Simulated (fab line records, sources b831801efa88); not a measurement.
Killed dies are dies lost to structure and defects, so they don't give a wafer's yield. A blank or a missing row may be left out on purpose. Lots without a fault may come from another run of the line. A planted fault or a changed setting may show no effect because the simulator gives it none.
A struck lot beside a sound one | flow gf180mcu | 19 steps out of a route of 602
Sound: wafers L251.1, L251.3, L251.6. Struck: wafers L264.4, L264.6. (L264.5 of the same lot was not struck and is left out.) The cause comes at the end.
At each step with rows: each side's tool, then ch and its chambers, then its first start. Under that, the readings that differ: sound wafers | struck wafers | difference of the means | sigmas: that difference in standard deviations of wafers without a fault.
alike: readings whose means differ by less than 2 such deviations, and words and numbers that are the same on both sides. not compared: withheld readings, readings that some wafer has no value for, bounds like >300 that may hide the same value, and numbers for which the record gives no deviation and whose values overlap.
The two part at a step that has a row with sigmas, a row that says differs or no value, or rows on one side only. Numbers that don't overlap but have no deviation are shown without sigmas and don't part them. A reading that every wafer of one side lacks parts them only if that side has two wafers or more.

GF_M4_STRIP_17: strips in O2/N2.
  sound on plasma_asher-04 ch 0,1, day 24 10:44; struck on plasma_asher-03 ch 0, day 28 18:40
  reading            | sound       | struck  | difference | sigmas
  heater_power_w (W) | 264 287 263 | 365 372 | +97        | +3
  alike: drypump_motor_current_A, oes_product_au, strip_time_to_endpoint_s
  not compared: rf_hours_counter_h
then, 3 steps without rows for these wafers: GF_M4_STRIP_18 (strips in post etch residue remover, time 1200 s); GF_M4_CLEAN_19 (cleans in DIW); GF_V4_CVD_00 (deposits SiO2, target thk 600 nm, time 100 s).
GF_V4_THK_MEAS_01:
  sound on film_metro-02, day 24 11:22; struck on film_metro-01, day 28 19:18
  alike: V4_CVD_00_THK
GF_V4_CVD_02: deposits SiO2 from TEOS, target thk 850 nm, time 94.851 s.
  sound on pecvd-04 ch 0,1,2, day 24 11:26; struck on pecvd-03 ch 0,2, day 28 19:22
  alike: heater_power_w, rf_fwd_power_W
GF_V4_THK_MEAS_03:
  sound on film_metro-01, day 24 11:29; struck on film_metro-04, day 28 19:26
  alike: V4_CVD_02_THK
GF_V4_CMP_04: polishes SiO2.
  sound on cmp-01 ch 0,2, day 24 11:36; struck on cmp-01 ch 2,3, day 28 19:37
  alike: motor_current_A, time_to_endpoint_s
GF_V4_BOW_MEAS_05:
  sound on film_metro-04, day 24 11:51; struck on film_metro-02, day 28 19:49
  alike: V4_BOW
then, 3 steps without rows for these wafers: GF_V4_DEHYDRATE_06 (time 60 s); GF_V4_HMDS_07 (prime time 60 s); GF_V4_COAT_08.
GF_V4_COAT_09: resist thk 1000 nm.
  sound on litho_track-01 ch 0, day 24 22:00; struck on litho_track-01 ch 0, day 29 05:00
  reading                             | sound             | struck      | difference | sigmas
  model.KrF_of_V4_COAT_09.thk_nm (nm) | 994.1 995.6 996.7 | 988.6 990.5 | -5.9       |
  alike: dispense_pressure_kPa
then, 3 steps without rows for these wafers: GF_V4_SOFTBAKE_10 (time 60 s); GF_V4_EXPOSE_11 (exposes mask Via4, target cd 260 nm); GF_V4_PEB_12 (peb time 90 s).
GF_V4_DEVELOP_13: develop time 60 s.
  sound on litho_track-04 ch 0, day 25 09:00; struck on litho_track-02 ch 0, day 29 14:50
  reading                             | sound             | struck      | difference | sigmas
  model.KrF_of_V4_COAT_09.thk_nm (nm) | 979.1 980.6 981.8 | 973.7 975.5 | -5.9       |
GF_V4_CD_MEAS_14: target cd 260 nm.
  sound on cd_sem-01, day 25 09:09; struck on cd_sem-02, day 29 14:58
  alike: cd_nm
then, 1 step without rows for these wafers: GF_PASSIVATION_PROBE_99.

WHERE THEY PART
Only at GF_M4_STRIP_17, within this record. Later steps at which nothing parts them and some readings are alike: GF_V4_THK_MEAS_01, GF_V4_CVD_02, GF_V4_THK_MEAS_03, GF_V4_CMP_04, GF_V4_BOW_MEAS_05, GF_V4_COAT_09, GF_V4_CD_MEAS_14.

WHY: what the simulator had put in
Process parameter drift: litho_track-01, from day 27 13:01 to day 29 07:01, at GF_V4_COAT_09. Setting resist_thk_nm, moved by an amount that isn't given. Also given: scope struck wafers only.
